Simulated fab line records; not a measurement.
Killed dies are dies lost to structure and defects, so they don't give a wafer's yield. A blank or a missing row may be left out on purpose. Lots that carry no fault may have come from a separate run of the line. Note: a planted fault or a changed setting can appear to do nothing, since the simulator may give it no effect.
Which tool is to blame?    flow sky130    Sampling: 11 lots, 33 wafers, 6 of 708 route steps

== WHAT THE GAUGES SHOWED, per wafer ==
SKY_NWELL_THK_MEAS_02.
lot   measured     on             NWELL_OXIDATION_THK (nm)
L729  day 3 10:37  film_metro-03  9.86 10.09 10.03
L731  day 3 18:53  film_metro-03  9.99 9.93 9.81
L735  day 4 13:23  film_metro-02  10.32 10.28 10.16
L736  day 4 18:33  film_metro-03  9.97 9.98 10.00
L737  day 5 01:13  film_metro-04  9.75 9.79 9.70
L738  day 5 07:26  film_metro-02  10.26 10.21 10.43
L740  day 5 20:12  film_metro-04  9.81 9.78 10.02
L742  day 6 05:26  film_metro-04  9.90 9.95 9.91
L743  day 6 10:13  film_metro-04  10.10 10.04 9.82
L744  day 6 16:01  film_metro-02  9.73 9.54 9.79
L746  day 7 06:04  film_metro-04  10.08 10.01 10.11

SKY_VT_ADJUST_NCORE_CD_MEAS_07 targets a cd of 380 nm.
lot   measured      on         cd_nm (nm)
L729  day 9 19:12   cd_sem-02  380.6 380.2 382.7
L731  day 10 08:13  cd_sem-01  381.2 383.6 383.2
L735  day 11 11:26  cd_sem-02  379.5 380.3 377.9
L736  day 11 17:26  cd_sem-02  383.8 382.0 378.1
L737  day 12 04:47  cd_sem-01  378.8 381.5 379.8
L738  day 12 12:05  cd_sem-01  382.7 381.6 384.9
L740  day 13 06:43  cd_sem-02  376.5 376.3 376.8
L742  day 13 16:23  cd_sem-02  376.1 376.9 378.6
L743  day 13 22:05  cd_sem-02  380.1 383.4 382.6
L744  day 14 08:17  cd_sem-01  380.5 380.0 380.4
L746  day 15 02:26  cd_sem-01  379.6 379.1 378.9

SKY_LDD_N_TW_MEAS_17.
lot   measured      on             LDD_N_TW
L729  day 19 14:23  film_metro-04  2615 2592 2593
L731  day 20 03:34  film_metro-02  2520 2508 2503
L735  day 22 01:38  film_metro-02  2526 2515 2529
L736  day 21 21:36  film_metro-02  2511 2510 2506
L737  day 22 15:26  film_metro-04  2617 2622 2636
L738  day 22 22:16  film_metro-04  2628 2624 2623
L740  day 24 03:11  film_metro-02  2533 2551 2532
L742  day 24 13:32  film_metro-04  3009 3005 2995
L743  day 24 16:13  film_metro-01  2935 2947 2935
L744  day 24 22:52  film_metro-04  2633 2623 2631
L746  day 25 19:25  film_metro-02  2523 2519 2530

SKY_SD_P_CD_MEAS_07 targets a cd of 380 nm.
lot   measured      on         cd_nm (nm)
L729  day 27 04:06  cd_sem-02  379.0 382.6 381.1
L731  day 27 16:29  cd_sem-02  379.1 378.8 379.7
L735  day 29 13:14  cd_sem-01  380.1 381.2 382.0
L736  day 29 08:26  cd_sem-01  379.3 378.3 380.5
L737  day 29 23:44  cd_sem-02  379.1 379.0 380.4
L738  day 30 05:56  cd_sem-02  384.6 382.2 386.2
L740  day 31 05:34  cd_sem-02  381.1 380.9 380.5
L742  day 31 08:17  cd_sem-02  386.1 382.7 381.2
L743  day 31 12:21  cd_sem-02  376.5 378.5 377.0
L744  day 32 14:05  cd_sem-01  378.6 377.5 379.5
L746  day 32 19:49  cd_sem-01  379.9 378.6 378.0

== WHAT TOOL EACH LOT RAN ON (gives the tool, then ch and the chambers of the sampled wafers, and finally the start) ==
lot   SKY_LDD_N_IMPLANT_08             SKY_LDD_N_STRIP_16
L729  implanter-02 ch 0, day 19 13:05  plasma_asher-04 ch 0,1, day 19 14:16
L731  implanter-04 ch 0, day 20 02:16  plasma_asher-04 ch 0,1, day 20 03:28
L735  implanter-01 ch 0, day 21 20:02  plasma_asher-03 ch 0,1, day 22 01:31
L736  implanter-02 ch 0, day 21 20:18  plasma_asher-02 ch 0,1, day 21 21:30
L737  implanter-02 ch 0, day 22 14:11  plasma_asher-04 ch 0,1, day 22 15:20
L738  implanter-04 ch 0, day 22 20:58  plasma_asher-03 ch 0,1, day 22 22:10
L740  implanter-01 ch 0, day 24 01:55  plasma_asher-02 ch 0,1, day 24 03:05
L742  implanter-02 ch 0, day 24 12:17  plasma_asher-03 ch 0,1, day 24 13:26
L743  implanter-02 ch 0, day 24 14:56  plasma_asher-02 ch 0,1, day 24 16:07
L744  implanter-04 ch 0, day 24 21:34  plasma_asher-04 ch 0,1, day 24 22:46
L746  implanter-04 ch 0, day 25 18:07  plasma_asher-03 ch 1, day 25 19:19
- SKY_LDD_N_IMPLANT_08
- SKY_LDD_N_STRIP_16: strips in O2/N2.

== WHAT THE TOOLS THEMSELVES READ (means of the sampled wafers that have a number; where no wafer has one, the mark that the record gives instead) ==
SKY_LDD_N_IMPLANT_08.
lot   tool          beam_on_s (s)  dose_ions_cm2  faraday_current_uA
L729  implanter-02  9.94           7.503e+13      426
L731  implanter-04  10.13          7.492e+13      419
L735  implanter-01  9.97           7.494e+13      424
L736  implanter-02  10.08          7.496e+13      420
L737  implanter-02  10.03          7.492e+13      422
L738  implanter-04  10.04          7.511e+13      421
L740  implanter-01  10.02          7.499e+13      422
L742  implanter-02  60.63          5.841e+14      544
L743  implanter-02  61.96          5.841e+14      532
L744  implanter-04  9.90           7.504e+13      427
L746  implanter-04  9.88           7.504e+13      428

SKY_LDD_N_STRIP_16.
lot   tool             drypump_motor_current_A (A)  oes_product_au (a.u.)  strip_time_to_endpoint_s (s)
L729  plasma_asher-04  5.3                          0.411                  4.307
L731  plasma_asher-04  5.3                          0.404                  4.306
L735  plasma_asher-03  5.3                          0.407                  4.314
L736  plasma_asher-02  5.8                          0.412                  4.319
L737  plasma_asher-04  5.5                          0.407                  4.295
L738  plasma_asher-03  5.6                          0.406                  4.327
L740  plasma_asher-02  5.8                          0.406                  4.313
L742  plasma_asher-03  5.6                          0.408                  5.472
L743  plasma_asher-02  5.8                          0.402                  5.445
L744  plasma_asher-04  5.3                          0.405                  4.314
L746  plasma_asher-03  5.9                          0.406                  4.322

== THE ANSWER, worked out from the rows above alone ==
Rule: the lots themselves supply what counts as usual. Put in order of their means at a reading, lots are off if they are a third of the lots or fewer, leave a main group of 4 or more, and stand apart from it by a gap of 3 or more times the standard deviation of the main group's means; of several such gaps the widest counts. A main group is skipped when, at the precision printed for the reading in the tables above, its means are all equal. A lot without any number at a reading at which 4 lots or more have one is off too. The other lots that the step has rows for count as sound. Order of review: gauges by route order, followed by the tools' own readings, for which a lot's mean as printed above is used. At the first step where some lot is off, the reading lying furthest off is the one used; lots without a number count as furthest.
Off: L742, L743, seen at SKY_LDD_N_TW_MEAS_17 (LDD_N_TW). Main group: mean 2565, sd 50.
If a tool, at a process step before that reading, ran all the lots that are off and no sound lot after the first of them, it fits. The gauges at SKY_LDD_N_TW_MEAS_17 aren't tried: what is off there is off at SKY_LDD_N_IMPLANT_08 too, on other tools, and a gauge's error can't cause that. One candidate fits, namely implanter-02 at SKY_LDD_N_IMPLANT_08. Its last sound lot is L737 (day 22 14:11), its first lot that is off L742 (day 24 12:17): a fault that began between those two fits.
The tool's own readings at SKY_LDD_N_IMPLANT_08 bear it out: on the lots that are off they differ by more than 5 times the standard deviation of the sound lots' means. beam_on_s reads 61.30 s there against 10.00 s on the sound lots; dose_ions_cm2 reads 5.841e+14 there against 7.499e+13 on the sound lots; faraday_current_uA reads 538 there against 423 on the sound lots.

== WHAT THE SIMULATOR PUT IN ==
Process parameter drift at SKY_LDD_N_IMPLANT_08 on implanter-02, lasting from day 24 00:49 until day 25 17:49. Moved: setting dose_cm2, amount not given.
Struck lots among those shown: L742, L743. This agrees with what the rule above found.
